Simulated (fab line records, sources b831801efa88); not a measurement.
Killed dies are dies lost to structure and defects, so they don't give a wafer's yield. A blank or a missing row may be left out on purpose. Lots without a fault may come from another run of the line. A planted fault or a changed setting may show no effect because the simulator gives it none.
A struck lot beside a sound one | flow gf180mcu | 16 steps out of a route of 602
Sound: wafers L213.2, L213.5, L213.6. Struck: wafers L204.2, L204.4. (L204.3 of the same lot was not struck and is left out.) The cause comes at the end.
At each step with rows: each side's tool, then ch and its chambers, then its first start. Under that, the readings that differ: sound wafers | struck wafers | difference of the means | sigmas: that difference in standard deviations of wafers without a fault.
alike: readings whose means differ by less than 2 such deviations, and words and numbers that are the same on both sides. not compared: withheld readings, readings that some wafer has no value for, bounds like >300 that may hide the same value, and numbers for which the record gives no deviation and whose values overlap.
The two part at a step that has a row with sigmas, a row that says differs or no value, or rows on one side only. Numbers that don't overlap but have no deviation are shown without sigmas and don't part them. A reading that every wafer of one side lacks parts them only if that side has two wafers or more.

GF_POLY_GATE_THK_MEAS_01:
  sound on film_metro-02, day 13 23:41; struck on film_metro-04, day 11 10:49
  alike: POLY_GATE_CVD_00_THK
then, 8 steps without rows for these wafers: GF_POLY_GATE_DEHYDRATE_02 (time 60 s); GF_POLY_GATE_HMDS_03 (prime time 60 s); GF_POLY_GATE_COAT_04; GF_POLY_GATE_COAT_05 (resist thk 700 nm); GF_POLY_GATE_SOFTBAKE_06 (time 60 s); GF_POLY_GATE_EXPOSE_07 (exposes mask Poly2, target cd 280 nm); GF_POLY_GATE_PEB_08 (peb time 90 s); GF_POLY_GATE_DEVELOP_09 (develop time 60 s).
GF_POLY_GATE_CD_MEAS_10: target cd 280 nm.
  sound on cd_sem-02, day 14 20:13; struck on cd_sem-01, day 12 06:19
  alike: cd_nm
GF_POLY_GATE_OVL_MEAS_11:
  sound on overlay-02, day 14 20:19; struck on overlay-02, day 12 06:25
  alike: POLY_GATE_OVL
GF_POLY_GATE_ETCH_12: etches BARC in N2/H2.
  sound on rie_diel-01 ch 0,1, day 14 20:20; struck on rie_diel-04 ch 1,2, day 12 06:26
  alike: drypump_motor_current_A, oes_product_au, throttle_valve_pct
GF_POLY_GATE_ETCH_13: etches poly-Si in HBr/Cl2, stops on SiO2, target depth 198.5 nm, time 69.6 s.
  sound on rie_si-02 ch 0,1, day 14 20:23; struck on rie_si-01 ch 0,2, day 12 06:29
  reading                               | sound                | struck        | difference | sigmas
  run_length_s (s)                      | 98.3 99.0 97.5       | 70.8 70.6     | -27.6      | -63
  throttle_valve_pct (%)                | 33.669 33.667 33.678 | 33.683 33.700 | +0.020     | +2
  model.POLY_GATE.feature_depth_nm (nm) | 196.4 198.8 195.6    | 120.4 121.3   | -76.1      |
  model.etch.depth_nm (nm)              | 196.4 198.8 195.6    | 120.4 121.3   | -76.1      |
  alike: drypump_motor_current_A, oes_product_au
  not compared: rf_hours_counter_h
GF_POLY_GATE_STRIP_14: strips in O2/N2.
  sound on plasma_asher-03 ch 0,1, day 14 20:27; struck on plasma_asher-02 ch 0, day 12 06:33
  reading               | sound             | struck      | difference | sigmas
  oes_product_au (a.u.) | 0.498 0.510 0.504 | 0.525 0.522 | +0.020     | +4
  alike: drypump_motor_current_A, heater_power_w
  not compared: rf_hours_counter_h
then, 1 step without rows for these wafers: GF_POLY_GATE_CLEAN_15 (cleans in SC1/SC2, time 150 s).
-- the record jumps here: 20 days lie between the struck wafers' starts before and after (it left off in module POLY_GATE and takes up again in module PASSIVATION, whose first step shown is number 602 of the route) --
GF_PASSIVATION_PROBE_99:
  the record has rows for the struck wafers here (prober-02, day 32 04:38) and none for the sound ones

WHERE THEY PART
First at GF_POLY_GATE_ETCH_13; last, within this record, at GF_PASSIVATION_PROBE_99.

WHY: what the simulator had put in
Process parameter drift: rie_si-01, from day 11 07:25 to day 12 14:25, at GF_POLY_GATE_ETCH_13. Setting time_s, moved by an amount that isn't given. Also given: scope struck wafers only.
